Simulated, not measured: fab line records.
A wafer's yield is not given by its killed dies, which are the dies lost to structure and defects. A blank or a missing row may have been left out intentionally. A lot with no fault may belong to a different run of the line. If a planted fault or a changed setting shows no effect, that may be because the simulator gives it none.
fab line records -- flow gf180mcu
[record] lots = 24, wafers = 72, last_day = 34
route steps=602 shown V2@404 M3@409 MIM@508 V5@543 TOP_METAL@571 PASSIVATION@588
lots that met no fault: from a run of the same line without faults
start_h: the number of hours between the record's first day and the start of the first shown wafer of the lot -- wait_h: time in hours since the lot's previous step -- " repeats the value in the row above -- L1.1+2: a single row standing in for several wafers -- - no value present, or no start provided -- * or withheld: withheld -- < > ~ a bound
route shown NAME@n: a module of which the file shows steps, and the number in the route of the first -- usual: average and standard deviation across the fault-free wafers -- same: alike in all rows -- chamber/n: place in a boat -- sites: the reading at each site -- _std_site: standard deviation of those values -- _edge_site: inner sites' mean taken away from outer sites' mean -- radius_mm: how far each site lies from the wafer's centre -- mask NAME#n: copy n -- behind: the last tool/chamber to shape the wafer -- hold: the reason the lot was held/the length of the hold in hours/how it ended -- device: whichever transistor did not switch (one of n, p or np) -- end of line: at the end of the route, the tests of the same wafers -- a step given without rows: its recipe and nothing more -- killed: count of dies lost to structure and defects at first sort (not the wafer's yield) -- map: dies across one wafer; x = killed, . = not, _ = none there
set.NAME: the setting as run; set.NAME@STEP: as run at that earlier step -- model.NAME: the simulator's own value behind a step, which no gauge read
the route's steps for a sample of lots (tables are steps, rows are wafers)
services: the hour from which a tool's chamber was out of use, counted from the record's first day as start_h (under 0 if before that day), plus the number of hours and why
[[steps]]
[step GF_V2_SPUTTER_22]
[recipe] material = TiN, target_thk_nm = 10, chamber_pressure_pa = 5, power_w = 4000, time_s = 40
[usual] chamber_pressure_pa = 4.999/0.01, throttle_valve_pct = 29.3/1
lot.wafer,tool,chamber,start_h,wait_h,chamber_pressure_pa,throttle_valve_pct
L074.1,pvd_sputter-01,-,473.01,0.0,5.014,29.0
L074.3,pvd_sputter-01,-,473.01,0.0,4.994,30.6
L074.5,pvd_sputter-01,-,473.01,0.0,5.016,29.0
L075.2,pvd_sputter-04,-,478.33,0.0,4.995,29.0
L075.3,pvd_sputter-04,-,478.33,0.0,5.008,28.3
L075.6,pvd_sputter-04,-,478.33,0.0,4.985,29.2
L077.2,pvd_sputter-02,-,485.91,0.0,4.993,28.5
L077.3,pvd_sputter-02,-,485.91,0.0,4.987,29.3
L077.5,pvd_sputter-02,-,485.91,0.0,5.003,31.4
L076.2,pvd_sputter-04,-,489.91,0.0,4.993,28.9
L076.3,pvd_sputter-04,-,489.91,0.0,4.988,28.0
L076.5,pvd_sputter-04,-,489.91,0.0,4.999,28.2
L078.1,pvd_sputter-01,-,503.03,0.0,5.001,31.5
L078.2,pvd_sputter-01,-,503.03,0.0,5.025,30.7
L078.5,pvd_sputter-01,-,503.03,0.0,4.991,28.1
L079.3,pvd_sputter-04,-,508.78,0.0,5.007,29.0
L079.5,pvd_sputter-04,-,508.78,0.0,5.002,29.5
L079.6,pvd_sputter-04,-,508.78,0.0,4.982,29.0
L080.4,pvd_sputter-04,-,521.33,0.0,4.997,29.1
L080.5,pvd_sputter-04,-,521.33,0.0,4.995,29.5
L080.6,pvd_sputter-04,-,521.33,0.0,4.987,29.2
L081.1,pvd_sputter-04,-,526.52,0.0,4.986,29.0
L081.2,pvd_sputter-04,-,526.52,0.0,4.990,29.5
L081.3,pvd_sputter-04,-,526.52,0.0,4.992,28.8
L082.2,pvd_sputter-04,-,542.36,0.0,4.995,28.1
L082.3,pvd_sputter-04,-,542.36,0.0,5.000,28.9
L082.6,pvd_sputter-04,-,542.36,0.0,5.004,27.9
L083.4,pvd_sputter-04,-,550.07,0.0,4.994,29.6
L083.5,pvd_sputter-04,-,550.07,0.0,4.981,29.1
L083.6,pvd_sputter-04,-,550.07,0.0,4.997,29.3
L084.1,pvd_sputter-04,-,554.58,0.0,5.000,29.0
L084.4,pvd_sputter-04,-,554.58,0.0,5.000,29.4
L084.5,pvd_sputter-04,-,554.58,0.0,4.997,28.1
L085.1,pvd_sputter-01,-,564.48,0.0,4.995,27.9
L085.4,pvd_sputter-01,-,564.48,0.0,5.007,31.8
L085.6,pvd_sputter-01,-,564.48,0.0,4.996,29.2
L086.1,pvd_sputter-04,-,573.18,0.0,5.007,28.7
L086.2,pvd_sputter-04,-,573.18,0.0,4.995,28.1
L086.3,pvd_sputter-04,-,573.18,0.0,4.998,29.3
L087.3,pvd_sputter-02,-,583.68,0.0,4.996,28.6
L087.5,pvd_sputter-02,-,583.68,0.0,4.999,28.2
L087.6,pvd_sputter-02,-,583.68,0.0,5.005,29.2
L089.2,pvd_sputter-04,-,598.07,0.0,5.001,28.9
L089.4,pvd_sputter-04,-,598.07,0.0,4.993,29.6
L089.6,pvd_sputter-04,-,598.07,0.0,5.004,28.7
L088.2,pvd_sputter-01,-,599.36,0.0,5.011,28.0
L088.4,pvd_sputter-01,-,599.36,0.0,4.996,30.8
L088.5,pvd_sputter-01,-,599.36,0.0,4.998,28.9
L091.2,pvd_sputter-04,-,612.43,0.0,4.989,29.0
L091.3,pvd_sputter-04,-,612.43,0.0,5.001,28.1
L091.4,pvd_sputter-04,-,612.43,0.0,4.997,29.0
L090.1,pvd_sputter-04,-,613.80,0.0,4.995,29.0
L090.2,pvd_sputter-04,-,613.80,0.0,4.994,29.6
L090.3,pvd_sputter-04,-,613.80,0.0,5.003,28.1
L092.3,pvd_sputter-04,-,623.91,0.0,5.002,29.2
L092.5,pvd_sputter-04,-,623.91,0.0,4.998,29.1
L092.6,pvd_sputter-04,-,623.91,0.0,5.000,29.5
L093.2,pvd_sputter-04,-,632.12,0.0,5.001,28.2
L093.3,pvd_sputter-04,-,632.12,0.0,4.988,29.5
L093.6,pvd_sputter-04,-,632.12,0.0,5.012,28.2
L095.1,pvd_sputter-01,-,634.19,0.0,4.994,30.6
L095.3,pvd_sputter-01,-,634.19,0.0,4.976,29.0
L095.5,pvd_sputter-01,-,634.19,0.0,5.005,30.9
L094.1,pvd_sputter-01,-,636.13,0.0,5.024,28.9
L094.3,pvd_sputter-01,-,636.13,0.0,4.997,30.7
L094.5,pvd_sputter-01,-,636.13,0.0,5.003,30.4
L096.1,pvd_sputter-01,-,646.82,0.0,4.994,29.1
L096.3,pvd_sputter-01,-,646.82,0.0,4.972,28.3
L096.5,pvd_sputter-01,-,646.82,0.0,4.985,29.1
L097.2,pvd_sputter-04,-,655.13,0.0,5.007,29.5
L097.3,pvd_sputter-04,-,655.13,0.0,5.000,29.2
L097.5,pvd_sputter-04,-,655.13,0.0,4.993,29.0
[step GF_M3_SPUTTER_00]
[recipe] material = Ti, target_thk_nm = 37.5, arriving_ion_energy_ev = 80, substrate_temp_c = 200, chamber_pressure_pa = 2, power_w = 4000, time_s = 150
[usual] chamber_pressure_pa = 1.999/0.004, throttle_valve_pct = 29.6/0.95
lot.wafer,tool,chamber,start_h,wait_h,chamber_pressure_pa,throttle_valve_pct
L074.1,pvd_sputter-04,-,473.65,0.2,1.997,29.2
L074.3,pvd_sputter-04,-,473.65,0.2,1.994,28.2
L074.5,pvd_sputter-04,-,473.65,0.2,2.004,29.4
L075.2,pvd_sputter-02,-,478.97,0.2,1.993,30.6
L075.3,pvd_sputter-02,-,478.97,0.2,2.001,29.5
L075.6,pvd_sputter-02,-,478.97,0.2,1.996,28.3
L077.2,pvd_sputter-03,-,486.54,0.1,2.001,29.9
L077.3,pvd_sputter-03,-,486.54,0.1,1.999,30.0
L077.5,pvd_sputter-03,-,486.54,0.1,1.997,29.8
L076.2,pvd_sputter-02,-,490.54,0.1,1.996,28.5
L076.3,pvd_sputter-02,-,490.54,0.1,1.990,30.7
L076.5,pvd_sputter-02,-,490.54,0.1,1.995,31.5
L078.1,pvd_sputter-04,-,503.66,0.1,2.001,28.0
L078.2,pvd_sputter-04,-,503.66,0.1,1.997,28.9
L078.5,pvd_sputter-04,-,503.66,0.1,2.003,28.2
L079.3,pvd_sputter-02,-,509.41,0.2,2.002,31.2
L079.5,pvd_sputter-02,-,509.41,0.2,1.997,28.2
L079.6,pvd_sputter-02,-,509.41,0.2,2.005,30.8
L080.4,pvd_sputter-02,-,521.96,0.1,1.999,30.9
L080.5,pvd_sputter-02,-,521.96,0.1,2.001,31.4
L080.6,pvd_sputter-02,-,521.96,0.1,1.999,29.3
L081.1,pvd_sputter-02,-,527.16,0.1,1.995,28.5
L081.2,pvd_sputter-02,-,527.16,0.1,2.004,31.3
L081.3,pvd_sputter-02,-,527.16,0.1,1.998,29.5
L082.2,pvd_sputter-03,-,542.99,0.2,2.000,29.8
L082.3,pvd_sputter-03,-,542.99,0.2,1.996,28.6
L082.6,pvd_sputter-03,-,542.99,0.2,1.995,29.6
L083.4,pvd_sputter-03,-,550.71,0.2,1.996,29.8
L083.5,pvd_sputter-03,-,550.71,0.2,2.004,29.6
L083.6,pvd_sputter-03,-,550.71,0.2,2.000,28.5
L084.1,pvd_sputter-02,-,555.22,0.1,1.996,29.3
L084.4,pvd_sputter-02,-,555.22,0.1,2.000,30.7
L084.5,pvd_sputter-02,-,555.22,0.1,2.000,31.4
L085.1,pvd_sputter-04,-,565.12,0.1,2.001,28.9
L085.4,pvd_sputter-04,-,565.12,0.1,2.004,29.7
L085.6,pvd_sputter-04,-,565.12,0.1,2.007,29.6
L086.1,pvd_sputter-03,-,573.81,0.1,2.000,30.0
L086.2,pvd_sputter-03,-,573.81,0.1,2.001,28.5
L086.3,pvd_sputter-03,-,573.81,0.1,2.001,30.2
L087.3,pvd_sputter-03,-,584.31,0.1,2.004,29.8
L087.5,pvd_sputter-03,-,584.31,0.1,1.996,28.7
L087.6,pvd_sputter-03,-,584.31,0.1,2.002,30.0
L089.2,pvd_sputter-04,-,598.70,0.1,1.996,28.2
L089.4,pvd_sputter-04,-,598.70,0.1,2.006,29.1
L089.6,pvd_sputter-04,-,598.70,0.1,1.999,27.9
L088.2,pvd_sputter-04,-,599.99,0.2,1.998,28.1
L088.4,pvd_sputter-04,-,599.99,0.2,2.003,28.9
L088.5,pvd_sputter-04,-,599.99,0.2,1.999,28.9
L091.2,pvd_sputter-02,-,613.11,0.2,2.001,28.5
L091.3,pvd_sputter-02,-,613.11,0.2,1.994,30.7
L091.4,pvd_sputter-02,-,613.11,0.2,2.007,31.1
L090.1,pvd_sputter-02,-,614.55,0.2,2.001,31.6
L090.2,pvd_sputter-02,-,614.55,0.2,2.000,28.4
L090.3,pvd_sputter-02,-,614.55,0.2,2.004,29.2
L092.3,pvd_sputter-03,-,624.54,0.2,1.992,29.9
L092.5,pvd_sputter-03,-,624.54,0.2,1.994,29.7
L092.6,pvd_sputter-03,-,624.54,0.2,1.995,29.7
L093.2,pvd_sputter-03,-,632.76,0.1,2.003,29.9
L093.3,pvd_sputter-03,-,632.76,0.1,2.000,29.8
L093.6,pvd_sputter-03,-,632.76,0.1,1.992,30.0
L095.1,pvd_sputter-03,-,634.82,0.1,2.004,28.5
L095.3,pvd_sputter-03,-,634.82,0.1,1.991,29.9
L095.5,pvd_sputter-03,-,634.82,0.1,2.002,28.6
L094.1,pvd_sputter-02,-,636.76,0.2,1.999,29.3
L094.3,pvd_sputter-02,-,636.76,0.2,1.997,30.8
L094.5,pvd_sputter-02,-,636.76,0.2,1.996,28.8
L096.1,pvd_sputter-03,-,647.45,0.2,2.004,30.3
L096.3,pvd_sputter-03,-,647.45,0.2,2.003,28.5
L096.5,pvd_sputter-03,-,647.45,0.2,1.999,29.7
L097.2,pvd_sputter-02,-,655.76,0.1,2.003,29.2
L097.3,pvd_sputter-02,-,655.76,0.1,1.991,31.0
L097.5,pvd_sputter-02,-,655.76,0.1,1.997,28.5
[step GF_MIM_CVD_05]
[recipe] material = Si3N4, target_thk_nm = 42, temp_max_c = 400, temp_c = 385, time_s = 29.086, rf_w = 450
[usual] heater_power_w = 612/56
lot.wafer,tool,chamber,start_h,wait_h,heater_power_w
L074.1,pecvd-02,0,571.82,0.0,585
L074.3,pecvd-02,2,571.82,0.0,647
L074.5,pecvd-02,2,571.82,0.0,635
L075.2,pecvd-04,0,582.40,0.0,602
L075.3,pecvd-04,1,582.40,0.0,654
L075.6,pecvd-04,2,582.40,0.0,590
L077.2,pecvd-02,0,583.68,0.0,610
L077.3,pecvd-02,2,583.68,0.0,591
L077.5,pecvd-02,0,583.68,0.0,598
L076.2,pecvd-04,2,587.43,0.0,533
L076.3,pecvd-04,1,587.43,0.0,679
L076.5,pecvd-04,2,587.43,0.0,542
L078.1,pecvd-04,2,599.14,0.0,529
L078.2,pecvd-04,1,599.14,0.0,645
L078.5,pecvd-04,2,599.14,0.0,526
L079.3,pecvd-01,2,604.93,0.0,708
L079.5,pecvd-01,0,604.93,0.0,637
L079.6,pecvd-01,2,604.93,0.0,713
L080.4,pecvd-02,1,617.83,0.0,670
L080.5,pecvd-02,0,617.83,0.0,496
L080.6,pecvd-02,2,617.83,0.0,654
L081.1,pecvd-01,0,620.53,0.0,537
L081.2,pecvd-01,2,620.53,0.0,709
L081.3,pecvd-01,1,620.53,0.0,616
L082.2,pecvd-01,0,635.67,0.0,592
L082.3,pecvd-01,1,635.67,0.0,555
L082.6,pecvd-01,0,635.67,0.0,620
L083.4,pecvd-02,0,642.09,0.0,571
L083.5,pecvd-02,2,642.09,0.0,626
L083.6,pecvd-02,1,642.09,0.0,735
L084.1,pecvd-04,2,647.32,0.0,563
L084.4,pecvd-04,2,647.32,0.0,557
L084.5,pecvd-04,0,647.32,0.0,629
L085.1,pecvd-01,2,656.33,0.0,695
L085.4,pecvd-01,1,656.33,0.0,641
L085.6,pecvd-01,0,656.33,0.0,574
L086.1,pecvd-02,0,662.63,0.0,572
L086.2,pecvd-02,2,662.63,0.0,507
L086.3,pecvd-02,1,662.63,0.0,766
L087.3,pecvd-02,1,673.28,0.0,730
L087.5,pecvd-02,2,673.28,0.0,616
L087.6,pecvd-02,1,673.28,0.0,733
L089.2,pecvd-02,0,685.17,0.0,544
L089.4,pecvd-02,1,685.17,0.0,624
L089.6,pecvd-02,2,685.17,0.0,573
L088.2,pecvd-02,0,687.18,0.0,542
L088.4,pecvd-02,1,687.18,0.0,697
L088.5,pecvd-02,2,687.18,0.0,616
L091.2,pecvd-04,0,698.42,0.0,675
L091.3,pecvd-04,2,698.42,0.0,550
L091.4,pecvd-04,0,698.42,0.0,679
L090.1,pecvd-04,1,700.31,0.0,672
L090.2,pecvd-04,2,700.31,0.0,567
L090.3,pecvd-04,0,700.31,0.0,584
L092.3,pecvd-04,2,709.08,0.0,490
L092.5,pecvd-04,0,709.08,0.0,664
L092.6,pecvd-04,2,709.08,0.0,487
L093.2,pecvd-01,1,715.08,0.0,614
L093.3,pecvd-01,2,715.08,0.0,612
L093.6,pecvd-01,1,715.08,0.0,595
L095.1,pecvd-01,2,717.88,0.0,669
L095.3,pecvd-01,0,717.88,0.0,607
L095.5,pecvd-01,2,717.88,0.0,685
L094.1,pecvd-04,2,719.78,0.0,562
L094.3,pecvd-04,1,719.78,0.0,571
L094.5,pecvd-04,1,719.78,0.0,571
L096.1,pecvd-04,0,728.73,0.0,674
L096.3,pecvd-04,2,728.73,0.0,578
L096.5,pecvd-04,1,728.73,0.0,565
L097.2,pecvd-02,2,735.42,0.0,591
L097.3,pecvd-02,0,735.42,0.0,564
L097.5,pecvd-02,0,735.42,0.0,575
[step GF_V5_THK_MEAS_03]
[recipe] reads = SiO2_of_V5_CVD_02
[usual] V5_CVD_02_THK = 1452/19
lot.wafer,tool,chamber,start_h,wait_h,V5_CVD_02_THK[nm]
L074.1,film_metro-01,-,617.09,0.1,1443
L074.3,film_metro-01,-,617.09,0.1,1455
L074.5,film_metro-01,-,617.09,0.1,1468
L075.2,film_metro-02,-,626.17,0.1,1411
L075.3,film_metro-02,-,626.17,0.1,1405
L075.6,film_metro-02,-,626.17,0.1,1438
L077.2,film_metro-02,-,626.82,0.1,1437
L077.3,film_metro-02,-,626.82,0.1,1453
L077.5,film_metro-02,-,626.82,0.1,1463
L076.2,film_metro-01,-,630.77,0.1,1425
L076.3,film_metro-01,-,630.77,0.1,1430
L076.5,film_metro-01,-,630.77,0.1,1461
L078.1,film_metro-01,-,641.86,0.1,1430
L078.2,film_metro-01,-,641.86,0.1,1439
L078.5,film_metro-01,-,641.86,0.1,1473
L079.3,film_metro-03,-,647.49,0.1,1438
L079.5,film_metro-03,-,647.49,0.1,1467
L079.6,film_metro-03,-,647.49,0.1,1455
L080.4,film_metro-01,-,659.58,0.0,1480
L080.5,film_metro-01,-,659.58,0.0,1462
L080.6,film_metro-01,-,659.58,0.0,1440
L081.1,film_metro-02,-,663.01,0.1,1438
L081.2,film_metro-02,-,663.01,0.1,1447
L081.3,film_metro-02,-,663.01,0.1,1440
L082.2,film_metro-03,-,676.62,0.1,1426
L082.3,film_metro-03,-,676.62,0.1,1440
L082.6,film_metro-03,-,676.62,0.1,1447
L083.4,film_metro-03,-,683.19,0.0,1453
L083.5,film_metro-03,-,683.19,0.0,1466
L083.6,film_metro-03,-,683.19,0.0,1476
L084.1,film_metro-02,-,687.27,0.1,1464
L084.4,film_metro-02,-,687.27,0.1,1488
L084.5,film_metro-02,-,687.27,0.1,1482
L085.1,film_metro-01,-,696.70,0.1,1451
L085.4,film_metro-01,-,696.70,0.1,1466
L085.6,film_metro-01,-,696.70,0.1,1468
L086.1,film_metro-01,-,702.61,0.1,1443
L086.2,film_metro-01,-,702.61,0.1,1445
L086.3,film_metro-01,-,702.61,0.1,1432
L087.3,film_metro-01,-,712.12,0.1,1426
L087.5,film_metro-01,-,712.12,0.1,1452
L087.6,film_metro-01,-,712.12,0.1,1478
L089.2,film_metro-03,-,722.95,0.1,1441
L089.4,film_metro-03,-,722.95,0.1,1462
L089.6,film_metro-03,-,722.95,0.1,1452
L088.2,film_metro-02,-,724.76,0.1,1427
L088.4,film_metro-02,-,724.76,0.1,1456
L088.5,film_metro-02,-,724.76,0.1,1455
L091.2,film_metro-03,-,734.35,0.1,1424
L091.3,film_metro-03,-,734.35,0.1,1428
L091.4,film_metro-03,-,734.35,0.1,1447
L090.1,film_metro-01,-,736.26,0.1,1433
L090.2,film_metro-01,-,736.26,0.1,1453
L090.3,film_metro-01,-,736.26,0.1,1460
L092.3,film_metro-03,-,745.72,0.1,1457
L092.5,film_metro-03,-,745.72,0.1,1468
L092.6,film_metro-03,-,745.72,0.1,1482
L093.2,film_metro-03,-,750.83,0.1,1414
L093.3,film_metro-03,-,750.83,0.1,1436
L093.6,film_metro-03,-,750.83,0.1,1450
L095.1,film_metro-03,-,753.35,0.1,1409
L095.3,film_metro-03,-,753.35,0.1,1432
L095.5,film_metro-03,-,753.35,0.1,1447
L094.1,film_metro-03,-,755.63,0.1,1440
L094.3,film_metro-03,-,755.63,0.1,1440
L094.5,film_metro-03,-,755.63,0.1,1464
L096.1,film_metro-02,-,763.52,0.1,1437
L096.3,film_metro-02,-,763.52,0.1,1446
L096.5,film_metro-02,-,763.52,0.1,1465
L097.2,film_metro-02,-,770.06,0.1,1438
L097.3,film_metro-02,-,770.06,0.1,1466
L097.5,film_metro-02,-,770.06,0.1,1500
[step GF_TOP_METAL_SPUTTER_04]
[recipe] material = TiN, target_thk_nm = 25, power_w = 6500, time_s = 21.15, chamber_pressure_pa = 0.4
[usual] chamber_pressure_pa = 0.4000/0.00087, throttle_valve_pct = 29.9/1
lot.wafer,tool,chamber,start_h,wait_h,chamber_pressure_pa,throttle_valve_pct
L074.1,pvd_sputter-02,-,639.96,0.0,0.4003,30.6
L074.3,pvd_sputter-02,-,639.96,0.0,0.3989,31.4
L074.5,pvd_sputter-02,-,639.96,0.0,0.4005,31.6
L075.2,pvd_sputter-02,-,648.32,0.0,0.4003,29.1
L075.3,pvd_sputter-02,-,648.32,0.0,0.4008,30.7
L075.6,pvd_sputter-02,-,648.32,0.0,0.3995,31.2
L077.2,pvd_sputter-03,-,649.59,0.0,0.3986,29.9
L077.3,pvd_sputter-03,-,649.59,0.0,0.3995,29.9
L077.5,pvd_sputter-03,-,649.59,0.0,0.3984,29.9
L076.2,pvd_sputter-01,-,653.92,0.0,0.4013,31.4
L076.3,pvd_sputter-01,-,653.92,0.0,0.3992,28.3
L076.5,pvd_sputter-01,-,653.92,0.0,0.4005,29.0
L078.1,pvd_sputter-03,-,664.32,0.0,0.3998,30.1
L078.2,pvd_sputter-03,-,664.32,0.0,0.4017,28.6
L078.5,pvd_sputter-03,-,664.32,0.0,0.4001,28.4
L079.3,pvd_sputter-01,-,668.77,0.0,0.4015,28.0
L079.5,pvd_sputter-01,-,668.77,0.0,0.3991,31.7
L079.6,pvd_sputter-01,-,668.77,0.0,0.4002,28.3
L080.4,pvd_sputter-02,-,680.95,0.0,0.3991,31.5
L080.5,pvd_sputter-02,-,680.95,0.0,0.4009,31.4
L080.6,pvd_sputter-02,-,680.95,0.0,0.3984,29.2
L081.1,pvd_sputter-02,-,684.20,0.0,0.4000,28.7
L081.2,pvd_sputter-02,-,684.20,0.0,0.3990,30.5
L081.3,pvd_sputter-02,-,684.20,0.0,0.4002,29.3
L082.2,pvd_sputter-02,-,698.27,0.0,0.4013,31.6
L082.3,pvd_sputter-02,-,698.27,0.0,0.4008,30.7
L082.6,pvd_sputter-02,-,698.27,0.0,0.4006,30.8
L083.4,pvd_sputter-02,-,704.45,0.0,0.3997,29.4
L083.5,pvd_sputter-02,-,704.45,0.0,0.4001,29.4
L083.6,pvd_sputter-02,-,704.45,0.0,0.3998,28.7
L084.1,pvd_sputter-03,-,708.15,0.0,0.4013,29.7
L084.4,pvd_sputter-03,-,708.15,0.0,0.4002,30.1
L084.5,pvd_sputter-03,-,708.15,0.0,0.4008,29.9
L085.1,pvd_sputter-03,-,717.08,0.0,0.4000,30.0
L085.4,pvd_sputter-03,-,717.08,0.0,0.4002,30.0
L085.6,pvd_sputter-03,-,717.08,0.0,0.3995,28.3
L086.1,pvd_sputter-03,-,722.47,0.0,0.4015,30.1
L086.2,pvd_sputter-03,-,722.47,0.0,0.4011,28.7
L086.3,pvd_sputter-03,-,722.47,0.0,0.3994,29.9
L087.3,pvd_sputter-02,-,731.45,0.0,0.4005,28.5
L087.5,pvd_sputter-02,-,731.45,0.0,0.3988,29.4
L087.6,pvd_sputter-02,-,731.45,0.0,0.3992,28.6
L089.2,pvd_sputter-03,-,742.42,0.0,0.3992,29.9
L089.4,pvd_sputter-03,-,742.42,0.0,0.3989,29.7
L089.6,pvd_sputter-03,-,742.42,0.0,0.4002,28.6
L088.2,pvd_sputter-03,-,744.05,0.0,0.4003,29.8
L088.4,pvd_sputter-03,-,744.05,0.0,0.3990,30.2
L088.5,pvd_sputter-03,-,744.05,0.0,0.4000,30.0
L091.2,pvd_sputter-03,-,752.92,0.0,0.4004,29.9
L091.3,pvd_sputter-03,-,752.92,0.0,0.3985,29.9
L091.4,pvd_sputter-03,-,752.92,0.0,0.4004,30.0
L090.1,pvd_sputter-02,-,754.52,0.0,0.4001,30.6
L090.2,pvd_sputter-02,-,754.52,0.0,0.3997,28.5
L090.3,pvd_sputter-02,-,754.52,0.0,0.4006,29.3
L092.3,pvd_sputter-03,-,764.91,0.0,0.4013,29.8
L092.5,pvd_sputter-03,-,764.91,0.0,0.3996,28.4
L092.6,pvd_sputter-03,-,764.91,0.0,0.4006,30.0
L093.2,pvd_sputter-01,-,769.21,0.0,0.4007,28.1
L093.3,pvd_sputter-01,-,769.21,0.0,0.3982,29.2
L093.6,pvd_sputter-01,-,769.21,0.0,0.4016,28.0
L095.1,pvd_sputter-02,-,771.82,0.0,0.3996,30.8
L095.3,pvd_sputter-02,-,771.82,0.0,0.4002,29.6
L095.5,pvd_sputter-02,-,771.82,0.0,0.4001,31.3
L094.1,pvd_sputter-02,-,773.54,0.0,0.4001,31.8
L094.3,pvd_sputter-02,-,773.54,0.0,0.3988,30.7
L094.5,pvd_sputter-02,-,773.54,0.0,0.3998,30.7
L096.1,pvd_sputter-03,-,781.79,0.0,0.4009,28.4
L096.3,pvd_sputter-03,-,781.79,0.0,0.3991,30.1
L096.5,pvd_sputter-03,-,781.79,0.0,0.3998,28.7
L097.2,pvd_sputter-03,-,787.06,0.0,0.4002,30.0
L097.3,pvd_sputter-03,-,787.06,0.0,0.4003,28.5
L097.5,pvd_sputter-03,-,787.06,0.0,0.4001,28.5
[step GF_PASSIVATION_THK_MEAS_01]
[recipe] reads = SiO2_of_PASSIVATION_CVD_00
[usual] PASSIVATION_CVD_00_THK = 999/14
lot.wafer,tool,chamber,start_h,wait_h,PASSIVATION_CVD_00_THK[nm]
L074.1,film_metro-02,-,660.96,0.0,985
L074.3,film_metro-02,-,660.96,0.0,985
L074.5,film_metro-02,-,660.96,0.0,998
L075.2,film_metro-02,-,667.66,0.0,997
L075.3,film_metro-02,-,667.66,0.0,996
L075.6,film_metro-02,-,667.66,0.0,1011
L077.2,film_metro-04,-,670.07,0.0,1001
L077.3,film_metro-04,-,670.07,0.0,991
L077.5,film_metro-04,-,670.07,0.0,997
L076.2,film_metro-01,-,673.72,0.0,991
L076.3,film_metro-01,-,673.72,0.0,976
L076.5,film_metro-01,-,673.72,0.0,1013
L078.1,film_metro-02,-,684.66,0.0,1011
L078.2,film_metro-02,-,684.66,0.0,987
L078.5,film_metro-02,-,684.66,0.0,1015
L079.3,film_metro-02,-,689.37,0.1,979
L079.5,film_metro-02,-,689.37,0.1,1021
L079.6,film_metro-02,-,689.37,0.1,997
L080.4,film_metro-04,-,700.83,0.0,1010
L080.5,film_metro-04,-,700.83,0.0,1013
L080.6,film_metro-04,-,700.83,0.0,1002
L081.1,film_metro-02,-,703.60,0.0,995
L081.2,film_metro-02,-,703.60,0.0,1004
L081.3,film_metro-02,-,703.60,0.0,986
L082.2,film_metro-02,-,716.95,0.0,996
L082.3,film_metro-02,-,716.95,0.0,1004
L082.6,film_metro-02,-,716.95,0.0,1020
L083.4,film_metro-02,-,723.32,0.0,1010
L083.5,film_metro-02,-,723.32,0.0,992
L083.6,film_metro-02,-,723.32,0.0,1005
L084.1,film_metro-02,-,726.89,0.0,994
L084.4,film_metro-02,-,726.89,0.0,988
L084.5,film_metro-02,-,726.89,0.0,992
L085.1,film_metro-01,-,735.41,0.0,986
L085.4,film_metro-01,-,735.41,0.0,1011
L085.6,film_metro-01,-,735.41,0.0,994
L086.1,film_metro-01,-,740.06,0.0,992
L086.2,film_metro-01,-,740.06,0.0,977
L086.3,film_metro-01,-,740.06,0.0,979
L087.3,film_metro-02,-,748.64,0.2,1007
L087.5,film_metro-02,-,748.64,0.2,1007
L087.6,film_metro-02,-,748.64,0.2,1024
L089.2,film_metro-04,-,760.33,0.0,981
L089.4,film_metro-04,-,760.33,0.0,1002
L089.6,film_metro-04,-,760.33,0.0,1002
L088.2,film_metro-02,-,761.75,0.0,992
L088.4,film_metro-02,-,761.75,0.0,1005
L088.5,film_metro-02,-,761.75,0.0,982
L091.2,film_metro-04,-,770.40,0.0,1008
L091.3,film_metro-04,-,770.40,0.0,987
L091.4,film_metro-04,-,770.40,0.0,1011
L090.1,film_metro-02,-,771.55,0.0,991
L090.2,film_metro-02,-,771.55,0.0,1002
L090.3,film_metro-02,-,771.55,0.0,993
L092.3,film_metro-02,-,781.88,0.1,989
L092.5,film_metro-02,-,781.88,0.1,999
L092.6,film_metro-02,-,781.88,0.1,1011
L093.2,film_metro-04,-,785.09,0.0,975
L093.3,film_metro-04,-,785.09,0.0,999
L093.6,film_metro-04,-,785.09,0.0,1021
L095.1,film_metro-01,-,788.64,0.0,981
L095.3,film_metro-01,-,788.64,0.0,1003
L095.5,film_metro-01,-,788.64,0.0,1015
L094.1,film_metro-01,-,790.20,0.0,987
L094.3,film_metro-01,-,790.20,0.0,1017
L094.5,film_metro-01,-,790.20,0.0,1008
L096.1,film_metro-04,-,798.06,0.0,954
L096.3,film_metro-04,-,798.06,0.0,992
L096.5,film_metro-04,-,798.06,0.0,986
L097.2,film_metro-04,-,802.85,0.0,1000
L097.3,film_metro-04,-,802.85,0.0,982
L097.5,film_metro-04,-,802.85,0.0,1014
[[services]]
tool,chamber,start_h,hours,kind
pvd_sputter-01,-,457.89,2.2,repair
pvd_sputter-04,-,465.46,0.9,repair
pvd_sputter-01,-,497.32,1.1,repair
pecvd-01,-,506.33,0.8,repair
pvd_sputter-02,-,531.79,3.8,repair
pvd_sputter-04,-,531.92,3.7,repair
pecvd-01,0,541.14,4.4,repair
pecvd-02,-,557.98,0.8,repair
pvd_sputter-01,-,580.42,7.6,repair
pvd_sputter-03,-,599.17,2.7,repair
pecvd-01,2,605.31,6.3,repair
pecvd-02,-,659.81,1.7,repair
pecvd-01,-,686.19,0.5,repair
pvd_sputter-01,-,690.27,3.1,repair
pvd_sputter-02,-,695.77,1.9,repair
pecvd-01,-,712.92,1.3,repair
pvd_sputter-01,-,712.98,2.2,repair
pvd_sputter-04,-,716.38,0.7,repair
pecvd-02,-,716.43,2.8,repair
pecvd-04,-,720.69,4.3,repair
pvd_sputter-01,-,722.39,36.2,repair
pvd_sputter-02,-,779.83,1.4,repair
pvd_sputter-04,-,782.63,7.4,repair
pvd_sputter-01,-,783.51,6.0,repair
[[key]]
fault none
